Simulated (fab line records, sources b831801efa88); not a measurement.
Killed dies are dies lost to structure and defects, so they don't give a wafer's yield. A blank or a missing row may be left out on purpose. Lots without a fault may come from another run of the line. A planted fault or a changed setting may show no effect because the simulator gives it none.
A struck lot beside a sound one | flow gf180mcu | 16 steps out of a route of 602
Sound: wafers L845.3, L845.4, L845.5. Struck: wafers L848.3, L848.6. (L848.4 of the same lot was not struck and is left out.) The cause comes at the end.
At each step with rows: each side's tool, then ch and its chambers, then its first start. Under that, the readings that differ: sound wafers | struck wafers | difference of the means | sigmas: that difference in standard deviations of wafers without a fault.
alike: readings whose means differ by less than 2 such deviations, and words and numbers that are the same on both sides. not compared: withheld readings, readings that some wafer has no value for, bounds like >300 that may hide the same value, and numbers for which the record gives no deviation and whose values overlap.
The two part at a step that has a row with sigmas, a row that says differs or no value, or rows on one side only. Numbers that don't overlap but have no deviation are shown without sigmas and don't part them. A reading that every wafer of one side lacks parts them only if that side has two wafers or more.

first, 3 steps without rows for these wafers: GF_V5_EXPOSE_11 (exposes mask Via5, target cd 260 nm); GF_V5_PEB_12 (peb time 90 s); GF_V5_DEVELOP_13 (develop time 60 s).
GF_V5_CD_MEAS_14: target cd 260 nm.
  sound on cd_sem-02, day 29 21:07; struck on cd_sem-02, day 30 20:40
  alike: cd_nm
GF_V5_OVL_MEAS_15:
  sound on overlay-02, day 29 21:13; struck on overlay-01, day 30 20:45
  alike: V5_OVL
GF_V5_ETCH_16: etches BARC in N2/H2.
  sound on rie_diel-03 ch 1,2,3, day 29 21:14; struck on rie_diel-01 ch 0,2, day 30 20:47
  alike: drypump_motor_current_A, oes_product_au, throttle_valve_pct
GF_V5_ETCH_17: etches SiO2 in C4F8/O2/Ar, stops on TiN, target depth 855 nm.
  sound on rie_diel-03 ch 1,2,3; struck on rie_diel-01 ch 0,2
  alike: oes_product_au
GF_V5_STRIP_18: strips in O2/N2.
  sound on plasma_asher-01 ch 0,1, day 29 21:26; struck on plasma_asher-04 ch 0,1, day 30 20:58
  alike: drypump_motor_current_A, heater_power_w, oes_product_au
  not compared: rf_hours_counter_h
then, 2 steps without rows for these wafers: GF_V5_STRIP_19 (strips in post etch residue remover, time 1200 s); GF_V5_CLEAN_20 (cleans in DIW).
GF_V5_SPUTTER_21: material Ti, target thk 15 nm, time 80.02 s.
  sound on pvd_sputter-01, day 29 22:16; struck on pvd_sputter-04, day 30 21:28
  reading                | sound          | struck    | difference | sigmas
  throttle_valve_pct (%) | 28.7 31.5 28.6 | 32.3 32.6 | +2.9       | +2
GF_V5_SPUTTER_22: material TiN, target thk 10 nm, time 40 s.
  sound on pvd_sputter-01, day 29 22:20; struck on pvd_sputter-04, day 30 21:32
  reading                | sound          | struck    | difference | sigmas
  throttle_valve_pct (%) | 28.8 31.5 28.7 | 32.4 32.5 | +2.8       | +2
GF_V5_CVD_23: deposits W, target thk 350 nm, time 104.9 s.
  sound on cvd_w-01 ch 0,1, day 29 22:25; struck on cvd_w-02 ch 0, day 30 21:36
  reading                          | sound             | struck      | difference | sigmas
  chamber_pressure_Torr (Torr)     | 40.13 39.92 39.96 | 36.87 36.82 | -3.16      | -35
  model.W_of_V5_CVD_23.thk_nm (nm) | 345.2 343.1 342.1 | 339.8 337   | -5.1       |
  alike: heater_power_w
GF_V5_RS_MEAS_24: measures by four-point-probe.
  sound on film_metro-04, day 29 22:31; struck on film_metro-04, day 30 21:43
  alike: V5_W_RS
GF_V5_THK_MEAS_25: measures by xrf.
  sound on film_metro-04, day 29 22:37; struck on film_metro-04, day 30 21:49
  alike: V5_W_THK
GF_PASSIVATION_PROBE_99:
  the record has rows for the struck wafers here (prober-01, day 32 11:47) and none for the sound ones

WHERE THEY PART
First at GF_V5_SPUTTER_21; last, within this record, at GF_PASSIVATION_PROBE_99.

WHY: what the simulator had put in
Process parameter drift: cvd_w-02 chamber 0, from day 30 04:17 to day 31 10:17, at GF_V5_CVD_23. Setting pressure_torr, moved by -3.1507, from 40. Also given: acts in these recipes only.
